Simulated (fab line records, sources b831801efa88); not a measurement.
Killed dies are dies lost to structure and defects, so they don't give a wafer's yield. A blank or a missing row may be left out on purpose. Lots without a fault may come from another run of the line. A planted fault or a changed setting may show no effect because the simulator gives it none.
Which tool did it? | flow sky130 | 12 lots, 36 wafers sampled, at 4 steps of a route of 708

WHAT THE GAUGES READ, wafer by wafer
SKY_NWELL_OVL_MEAS_10.
lot  | measured     | on         | NWELL_00_OVL (nm)
L774 | day 4 16:42  | overlay-02 | 0.1 -1.1 0.7
L775 | day 4 23:13  | overlay-02 | 1.0 -1.4 0.1
L779 | day 6 03:24  | overlay-02 | 1.7 0.7 0.8
L781 | day 6 07:16  | overlay-01 | -0.3 1.3 -0.1
L783 | day 6 21:02  | overlay-02 | -2.4 -0.4 0.8
L785 | day 7 04:13  | overlay-01 | 1.6 -0.3 1.4
L787 | day 7 16:51  | overlay-02 | 0.8 0.2 0.7
L789 | day 8 06:16  | overlay-02 | -0.8 -1.4 -0.5
L791 | day 8 16:16  | overlay-02 | 1.6 1.2 0.5
L794 | day 9 08:17  | overlay-02 | -1.2 1.5 0.3
L796 | day 9 22:34  | overlay-02 | 0.2 0.6 -1.3
L797 | day 10 04:22 | overlay-02 | 1.3 -0.6 0.7

SKY_VT_ADJUST_NCORE_CD_MEAS_07: target cd 380 nm.
lot  | measured     | on        | cd_nm (nm)
L774 | day 8 18:46  | cd_sem-01 | 380.0 382.7 379.9
L775 | day 9 00:51  | cd_sem-01 | 378.8 381.1 379.0
L779 | day 10 13:25 | cd_sem-02 | 377.7 379.4 376.6
L781 | day 10 18:29 | cd_sem-02 | 379.9 382.5 378.6
L783 | day 11 11:11 | cd_sem-02 | 385.5 385.6 384.8
L785 | day 11 20:34 | cd_sem-01 | 379.7 382.0 379.7
L787 | day 12 11:07 | cd_sem-01 | 381.0 381.9 382.6
L789 | day 13 03:34 | cd_sem-02 | 382.6 379.2 382.3
L791 | day 13 19:05 | cd_sem-02 | 377.5 378.5 378.7
L794 | day 14 09:40 | cd_sem-02 | 378.2 379.2 378.4
L796 | day 15 02:05 | cd_sem-02 | 379.3 381.5 380.8
L797 | day 15 10:38 | cd_sem-02 | 378.4 378.4 380.1

SKY_VT_ADJUST_NCORE_TW_MEAS_11.
lot  | measured     | on            | VT_ADJUST_NCORE_TW
L774 | day 8 19:10  | film_metro-03 | 220.8 220.7 220.6
L775 | day 9 01:16  | film_metro-03 | 220.1 219.9 219.0
L779 | day 10 13:49 | film_metro-04 | 220.2 219.9 219.8
L781 | day 10 18:53 | film_metro-03 | 220.6 220.0 220.7
L783 | day 11 11:35 | film_metro-01 | 219.8 217.4 218.5
L785 | day 11 20:59 | film_metro-04 | 236.9 237.7 237.2
L787 | day 12 11:34 | film_metro-01 | 234.6 233.5 234.3
L789 | day 13 03:58 | film_metro-03 | 219.4 220.9 219.5
L791 | day 13 19:28 | film_metro-04 | 221.1 221.7 221.0
L794 | day 14 10:05 | film_metro-04 | 222.0 221.9 221.9
L796 | day 15 02:28 | film_metro-04 | 222.3 220.8 222.2
L797 | day 15 11:01 | film_metro-01 | 216.2 217.7 217.8

WHICH TOOL RAN EACH LOT (tool, then ch and the chambers of the sampled wafers, then the start)
lot  | SKY_VT_ADJUST_NCORE_IMPLANT_09
L774 | implanter-01 ch 0, day 8 18:55
L775 | implanter-04 ch 0, day 9 01:01
L779 | implanter-04 ch 0, day 10 13:34
L781 | implanter-02 ch 0, day 10 18:40
L783 | implanter-04 ch 0, day 11 11:21
L785 | implanter-01 ch 0, day 11 20:44
L787 | implanter-01 ch 0, day 12 11:19
L789 | implanter-04 ch 0, day 13 03:43
L791 | implanter-04 ch 0, day 13 19:14
L794 | implanter-04 ch 0, day 14 09:50
L796 | implanter-04 ch 0, day 15 02:14
L797 | implanter-04 ch 0, day 15 10:48
- SKY_VT_ADJUST_NCORE_IMPLANT_09

WHAT THE TOOLS THEMSELVES READ (means of the sampled wafers that have a number; where no wafer has one, the mark that the record gives instead)
SKY_VT_ADJUST_NCORE_IMPLANT_09.
lot  | tool         | beam_energy_keV
L774 | implanter-01 | 9.997
L775 | implanter-04 | 9.993
L779 | implanter-04 | 9.998
L781 | implanter-02 | 10.000
L783 | implanter-04 | 10.004
L785 | implanter-01 | 13.590
L787 | implanter-01 | 13.586
L789 | implanter-04 | 10.002
L791 | implanter-04 | 9.998
L794 | implanter-04 | 10.000
L796 | implanter-04 | 10.005
L797 | implanter-04 | 9.998

THE ANSWER, worked out from the rows above alone
Rule: what is usual is taken from the lots themselves. Put in order of their means at a reading, lots are off if they are a third of the lots or fewer, leave a main group of 4 or more, and stand apart from it by a gap of 3 or more times the standard deviation of the main group's means; of several such gaps the widest counts. A main group whose means are all the same, to the digits that the tables above print for the reading, isn't used. A lot without any number at a reading at which 4 lots or more have one is off too. The other lots that the step has rows for count as sound. The gauges are gone through in route order, then the tools' own readings, and for those a lot's mean is taken as printed above. The first step at which some lot is off is used, and at that step the reading that is off furthest; a lot without a number counts as furthest.
Off: L785, L787, at SKY_VT_ADJUST_NCORE_TW_MEAS_11 (VT_ADJUST_NCORE_TW). The main group: mean 220.1, standard deviation 1.4.
A tool fits if, at a process step before that reading, it ran every lot that is off, and no sound lot after the first of them. The gauges at SKY_VT_ADJUST_NCORE_TW_MEAS_11 aren't tried: what is off there is off at SKY_VT_ADJUST_NCORE_IMPLANT_09 too, on other tools, and a gauge's error can't cause that. One fits: implanter-01 at SKY_VT_ADJUST_NCORE_IMPLANT_09. Its last sound lot is L774 (day 8 18:55), its first lot that is off L785 (day 11 20:44): a fault that began between those two fits.
The tool's own readings at SKY_VT_ADJUST_NCORE_IMPLANT_09 bear it out: on the lots that are off they differ by more than 5 times the standard deviation of the sound lots' means. beam_energy_keV reads 13.588 there against 9.999 on the sound lots.

WHAT THE SIMULATOR HAD PUT IN
Process parameter drift: implanter-01, from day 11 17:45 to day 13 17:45, at SKY_VT_ADJUST_NCORE_IMPLANT_09. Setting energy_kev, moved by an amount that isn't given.
Lots struck among those shown: L785, L787. The rule above found the same.
